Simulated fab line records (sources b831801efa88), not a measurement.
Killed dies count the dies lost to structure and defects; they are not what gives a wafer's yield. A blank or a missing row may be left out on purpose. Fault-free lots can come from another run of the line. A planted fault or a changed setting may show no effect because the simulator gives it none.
Which tool did it?	flow gf180mcu	18 wafers from 6 lots sampled at 3 of the route's 602 steps

== WHAT THE GAUGES READ, wafer by wafer ==
GF_SAB_THK_MEAS_01.
lot	measured	on	SAB_CVD_00_THK (nm)
L150	day 14 10:41	film-metro-04	48.5 49.2 50.5
L159	day 17 23:50	film-metro-04	49.2 42.5 42.7
L163	day 19 06:40	film-metro-04	49.9 49.6 50.0
L166	day 20 07:47	film-metro-01	50.5 51.2 50.7
L168	day 21 00:21	film-metro-02	49.8 50.7 50.5
L170	day 21 11:35	film-metro-01	49.5 49.7 49.8

== WHICH TOOL RAN EACH LOT (tool, then ch and the chambers of the sampled wafers, then the start) ==
lot	GF_HV_LDD_STRIP_22	GF_SAB_CVD_00
L150	plasma-asher-02 ch 0,1, day 11 00:55	pecvd-02 ch 0,1,2, day 14 10:40
L159	plasma-asher-04 ch 0,1, day 14 02:07	pecvd-03 ch 1,2, day 17 23:49
L163	plasma-asher-02 ch 0,1, day 15 06:06	pecvd-02 ch 0,1,2, day 19 06:37
L166	plasma-asher-01 ch 0,1, day 16 02:49	pecvd-04 ch 0,1, day 20 07:44
L168	plasma-asher-01 ch 0,1, day 16 20:04	pecvd-04 ch 1,2, day 21 00:19
L170	plasma-asher-02 ch 0,1, day 17 06:58	pecvd-02 ch 0,1,2, day 21 11:34
- GF_HV_LDD_STRIP_22: strips in O2/N2.
- GF_SAB_CVD_00: deposits SiO2 from TEOS, target thk 50 nm, time 4.9302 s.

== THE ANSWER, worked out from the rows above alone ==
Rule: the usual values come from the lots themselves. The widest of any qualifying gaps counts: lots, ordered by their means at a reading, are off when they make up no more than a third of the lots, leave a main group of 4 or more, and stand apart from it by 3 or more times the standard deviation of that group's means. A main group is skipped when, at the precision printed for the reading in the tables above, its means are all equal. Also off: a lot with no number at a reading for which 4 or more lots have one. All remaining lots with rows at the step are treated as sound.
Off: at GF_SAB_THK_MEAS_01 (SAB_CVD_00_THK), L159. The main group has a mean of 50.0 nm with a standard deviation of 0.5.
If a tool, at a process step before that reading, ran all the lots that are off and no sound lot after the first of them, it fits. Gauges at GF_SAB_THK_MEAS_01: tried the same way as those tools. Undecided on this evidence; 2 tools fit (plasma-asher-04 at GF_HV_LDD_STRIP_22, pecvd-03 at GF_SAB_CVD_00).

== WHAT THE SIMULATOR PUT IN ==
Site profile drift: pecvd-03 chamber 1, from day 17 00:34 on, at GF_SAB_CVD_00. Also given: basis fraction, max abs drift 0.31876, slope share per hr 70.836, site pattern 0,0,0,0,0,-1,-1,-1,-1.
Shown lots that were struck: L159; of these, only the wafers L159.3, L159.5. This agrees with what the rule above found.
